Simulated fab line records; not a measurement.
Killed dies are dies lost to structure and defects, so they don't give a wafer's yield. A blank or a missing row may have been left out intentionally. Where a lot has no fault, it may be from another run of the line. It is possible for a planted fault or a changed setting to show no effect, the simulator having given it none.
Split-lot experiment	flow sfq_line	5 lots, 23 wafers read, on a route of 325 steps

== ON THE SPLIT ==
At SFQ_TRILAYER_C5_LITHO_COAT_151 (resist thk 650 nm), the setting resist_thk_nm was moved away from the recipe's 650 nm on 6 of the 23 wafers read, by +1.8% to +5.5%. The other wafers ran this setting at the recipe's value.

== FROM THE SPLIT TO THE READING: what the file shows between them, 3 steps ==
- SFQ_TRILAYER_C5_LITHO_SOFTBAKE_155
- SFQ_TRILAYER_C5_LITHO_EXPOSE_152: exposes mask C5, target cd 500 nm
- SFQ_TRILAYER_C5_LITHO_DEVELOP_153: time 60 s

== THE READING ==
KrF_of_TRILAYER_C5_LITHO_COAT_151.thk_nm (the simulator's own value, which no gauge read), in nm, at SFQ_TRILAYER_C5_BARC_OPEN_VIA_ETCH_210 (etches BARC in O2, target depth 125 nm, time 41.7 s). The file does not state a usual value for it. The 17 wafers here that ran the recipe average 576.2 nm, standard deviation 2.3 nm.

wafer	tool, chamber at the split	resist_thk_nm as run, nm	against the recipe	KrF_of_TRILAYER_C5_LITHO_COAT_151.thk_nm, nm	against lot-mates on the recipe
L075.1	litho_track-03, 0	650	recipe	576.9	-
L075.2	litho_track-03, 0	650	recipe	578.2	-
L075.3	litho_track-03, 0	650	recipe	575.8	-
L075.4	litho_track-03, 0	650	recipe	574.5	-
L075.6	litho_track-03, 0	650	recipe	576.5	-
L078.2	litho_track-03, 0	650	recipe	576.1	-
L078.3	litho_track-03, 0	650	recipe	578.2	-
L078.4	litho_track-03, 0	650	recipe	579.4	-
L078.5	litho_track-03, 0	685.9	+5.5%	614.1	+36.2
L078.6	litho_track-03, 0	685.9	+5.5%	612.1	+34.2
L080.1	litho_track-03, 0	650	recipe	573.8	-
L080.3	litho_track-03, 0	650	recipe	570.7	-
L080.4	litho_track-03, 0	650	recipe	572.7	-
L083.1	litho_track-02, 0	661.9	+1.8%	588.8	+12.8
L083.2	litho_track-02, 0	650	recipe	576.4	-
L083.3	litho_track-02, 0	650	recipe	576.6	-
L083.4	litho_track-02, 0	661.9	+1.8%	588.4	+12.4
L083.5	litho_track-02, 0	650	recipe	575.1	-
L084.1	litho_track-04, 0	650	recipe	578.5	-
L084.2	litho_track-04, 0	665.5	+2.4%	594.5	+16.1
L084.3	litho_track-04, 0	665.5	+2.4%	594	+15.6
L084.5	litho_track-04, 0	650	recipe	577.9	-
L084.6	litho_track-04, 0	650	recipe	578.9	-

THE FIT
A straight line over all 23 wafers: KrF_of_TRILAYER_C5_LITHO_COAT_151.thk_nm changes by +6.78 nm for each +1% of resist_thk_nm; r = +0.98; the points scatter about the line by 2.1 nm.
The same after taking each lot's own level away (the mean of its wafers on the recipe; 23 wafers): +6.43 nm for each +1%; r = +1.00; scatter 1.1 nm.
According to that fit, moving resist_thk_nm by its largest amount changes the reading by 36 nm.
From 572.40 to 578.43 nm: that is the span of the lots' own levels, equal to 2.7 times the standard deviation above.
Consequently the slope shifts little with the lot-to-lot level, the two slopes agreeing.
Check: with one of the wafers moved furthest among these (+5.5%) left out of the fit, the line predicts +35.2 nm for it against its lot-mates. Against them it came out at +36.2 nm.

== THE OTHER SPLITS THESE WAFERS WENT THROUGH ==
Note: prior to the reading, these wafers also went through further splits. Each is held against what the fit with the lots' levels taken away leaves over:
other split on the same wafers	wafers away from the commonest value	r with KrF_of_TRILAYER_C5_LITHO_COAT_151.thk_nm (lot level and that fit taken away)
SFQ_TRILAYER_JJ_CE_LITHO_COAT_119 spin_rpm	4	+0.05
SFQ_TRILAYER_JJ_CE_LITHO_PEB_117 peb_time_s	7	-0.09
SFQ_TRILAYER_JJ_CE_BARC_OPEN_RIE_150 icp_w	9	+0.08
SFQ_TRILAYER_M5_LITHO_COAT_123 spin_rpm	6	-0.43
SFQ_TRILAYER_M5_BARC_OPEN_METAL_ETCH_161 bias_w	8	+0.17
SFQ_TRILAYER_R5_DEP_SPUTTER_133 time_s	6	+0.09
SFQ_TRILAYER_R5_LITHO_COAT_141 resist_thk_nm	8	-0.01

== THE WHOLE CHAIN: every reading that the file lists as answering this split, in the file's order ==
step	what it does	reading	change (the file's fit)	r (the file's)
SFQ_TRILAYER_C5_LITHO_COAT_151	resist thk 650 nm	KrF_of_TRILAYER_C5_LITHO_COAT_151.thk_nm (the simulator's own value, which no gauge read)	+6.36 nm for each +1% of the setting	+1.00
SFQ_TRILAYER_C5_BARC_OPEN_VIA_ETCH_210	etches BARC in O2, target depth 125 nm, time 41.7 s	KrF_of_TRILAYER_C5_LITHO_COAT_151.thk_nm (the simulator's own value, which no gauge read)	+6.45 nm for each +1% of the setting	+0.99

== THE FILE'S OWN FIT ==
KrF_of_TRILAYER_C5_LITHO_COAT_151.thk_nm changes by +6.45 nm for each +1% of resist_thk_nm, r = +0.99.
